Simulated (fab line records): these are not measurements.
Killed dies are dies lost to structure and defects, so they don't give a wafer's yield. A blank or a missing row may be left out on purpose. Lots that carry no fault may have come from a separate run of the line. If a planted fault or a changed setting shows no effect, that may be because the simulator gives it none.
Which of the tools did it? -- flow sky130 -- 11 lots, 33 wafers sampled, at 4 steps of a route of 708

WHAT EACH GAUGE READ, for each wafer
SKY_VT_ADJUST_LVTN_OVL_MEAS_07.
lot,measured,on,VT_ADJUST_LVTN_OVL (nm)
L577,day 6 19:41,overlay-02,0.6 -0.2 -1.1
L580,day 7 13:56,overlay-01,1.5 -1.3 2.6
L581,day 7 23:08,overlay-01,1.3 2.2 1.0
L583,day 8 20:02,overlay-01,2.3 0.3 0.5
L585,day 9 03:42,overlay-01,3.2 1.1 0.4
L584,day 9 04:17,overlay-01,-0.9 -0.1 1.6
L588,day 9 21:13,overlay-01,2.0 1.3 0.7
L589,day 9 22:25,overlay-02,-0.2 0.7 -0.1
L590,day 10 15:14,overlay-02,1.0 0.7 -0.5
L592,day 10 21:11,overlay-02,-1.0 -0.2 -0.5
L593,day 11 13:14,overlay-01,2.1 1.8 0.8

SKY_VT_ADJUST_PCH_TW_MEAS_10.
lot,measured,on,VT_ADJUST_PCH_TW
L577,day 10 15:11,film_metro-04,140.7 140.0 140.5
L580,day 11 13:20,film_metro-03,142.9 144.1 144.4
L581,day 11 15:58,film_metro-02,142.7 143.6 143.4
L583,day 12 15:23,film_metro-02,144.4 143.9 143.5
L585,day 12 18:40,film_metro-02,143.9 143.6 144.1
L584,day 12 20:31,film_metro-02,142.9 143.3 143.5
L588,day 13 18:29,film_metro-03,142.5 142.8 143.8
L589,day 13 23:01,film_metro-02,143.5 143.8 143.2
L590,day 14 19:37,film_metro-02,144.6 144.4 144.1
L592,day 15 02:07,film_metro-02,152.3 152.5 152.0 151.5 151.7 152.0
L593,day 15 18:49,film_metro-04,148.4 148.9 148.2

WHAT TOOL EACH LOT RAN ON (gives the tool, then ch and the chambers of the sampled wafers, and finally the start)
lot,SKY_NWELL_STRIP_14,SKY_VT_ADJUST_PCH_IMPLANT_08
L577,"plasma_asher-04 ch 0,1, day 4 11:58","implanter-02 ch 0, day 10 14:57"
L580,"plasma_asher-01 ch 0,1, day 5 05:09","implanter-01 ch 0, day 11 13:05"
L581,"plasma_asher-02 ch 0,1, day 5 13:31","implanter-02 ch 0, day 11 15:43"
L583,"plasma_asher-04 ch 0,1, day 6 06:33","implanter-02 ch 0, day 12 15:10"
L585,"plasma_asher-01 ch 0,1, day 6 14:03","implanter-01 ch 0, day 12 18:27"
L584,"plasma_asher-01 ch 0, day 6 14:31","implanter-03 ch 0, day 12 20:16"
L588,"plasma_asher-04 ch 0,1, day 7 06:31","implanter-01 ch 0, day 13 18:15"
L589,"plasma_asher-04 ch 0,1, day 7 10:43","implanter-03 ch 0, day 13 22:46"
L590,"plasma_asher-01 ch 0,1, day 7 19:16","implanter-02 ch 0, day 14 19:22"
L592,"plasma_asher-04 ch 0,1, day 8 05:46","implanter-03 ch 0, day 15 01:52"
L593,"plasma_asher-02 ch 0,1, day 8 08:25","implanter-03 ch 0, day 15 18:35"
- SKY_NWELL_STRIP_14: strips in O2/N2.
- SKY_VT_ADJUST_PCH_IMPLANT_08

WHAT THE TOOLS THEMSELVES READ (means of the sampled wafers that have a number; where no wafer has one, the mark that the record gives instead)
SKY_NWELL_STRIP_14.
lot,tool,drypump_motor_current_A (A),oes_product_au (a.u.),strip_time_to_endpoint_s (s)
L577,plasma_asher-04,5.5,0.722,36.99
L580,plasma_asher-01,6.0,0.722,36.95
L581,plasma_asher-02,6.4,0.722,36.84
L583,plasma_asher-04,5.5,0.727,37.13
L585,plasma_asher-01,5.8,0.720,36.97
L584,plasma_asher-01,5.7,0.721,37.00
L588,plasma_asher-04,5.4,0.722,36.99
L589,plasma_asher-04,5.4,0.725,37.00
L590,plasma_asher-01,5.9,0.720,36.91
L592,plasma_asher-04,5.4,0.721,36.86
L593,plasma_asher-02,6.4,0.719,36.96

SKY_VT_ADJUST_PCH_IMPLANT_08.
lot,tool,beam_on_s (s),end_station_pressure_torr (Torr),faraday_current_uA
L577,implanter-02,10.00,5.00e-06,2.83
L580,implanter-01,9.92,5.08e-06,2.84
L581,implanter-02,10.12,5.11e-06,2.78
L583,implanter-02,9.76,4.95e-06,2.88
L585,implanter-01,10.00,5.16e-06,2.83
L584,implanter-03,10.14,5.09e-06,2.79
L588,implanter-01,10.09,5.03e-06,2.80
L589,implanter-03,10.15,5.38e-06,2.78
L590,implanter-02,10.05,4.84e-06,2.81
L592,implanter-03,12.44,1.04e-04,2.30
L593,implanter-03,12.51,1.01e-04,2.28

THE ANSWER, worked out from the rows above alone
Rule: what is usual is taken from the lots themselves. Put in order of their means at a reading, lots are off if they are a third of the lots or fewer, leave a main group of 4 or more, and stand apart from it by a gap of 3 or more times the standard deviation of the main group's means; of several such gaps the widest counts. A main group whose means are all the same, to the digits that the tables above print for the reading, isn't used. A lot without any number at a reading at which 4 lots or more have one is off too. The other lots that the step has rows for count as sound. Order of review: gauges by route order, followed by the tools' own readings, for which a lot's mean as printed above is used. At the first step where some lot is off, the reading lying furthest off is the one used; lots without a number count as furthest.
Off: L592, L593, at SKY_VT_ADJUST_PCH_TW_MEAS_10 (VT_ADJUST_PCH_TW). Main group: mean 143.3, sd 1.1.
A tool fits if, at a process step before that reading, it ran every lot that is off, and no sound lot after the first of them. The gauges at SKY_VT_ADJUST_PCH_TW_MEAS_10 aren't tried: what is off there is off at SKY_VT_ADJUST_PCH_IMPLANT_08 too, on other tools, and a gauge's error can't cause that. One fits: implanter-03 at SKY_VT_ADJUST_PCH_IMPLANT_08. A fault onset in the window from L589 (day 13 22:46, its last sound lot) to L592 (day 15 01:52, its first lot off) fits.
The tool's own readings at SKY_VT_ADJUST_PCH_IMPLANT_08 bear it out: on the lots that are off they differ by more than 5 times the standard deviation of the sound lots' means. beam_on_s reads 12.47 s there against 10.03 s on the sound lots; end_station_pressure_torr reads 1.02e-04 Torr there against 5.07e-06 Torr on the sound lots; faraday_current_uA reads 2.29 there against 2.82 on the sound lots.

WHAT THE SIMULATOR PUT IN
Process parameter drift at SKY_VT_ADJUST_PCH_IMPLANT_08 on implanter-03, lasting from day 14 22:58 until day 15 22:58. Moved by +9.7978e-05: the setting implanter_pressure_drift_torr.
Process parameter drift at SKY_VT_ADJUST_PCH_IMPLANT_08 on implanter-03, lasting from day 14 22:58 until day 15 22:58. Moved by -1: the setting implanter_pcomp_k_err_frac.
Lots struck among those shown: L592, L593. Same finding as the rule above.
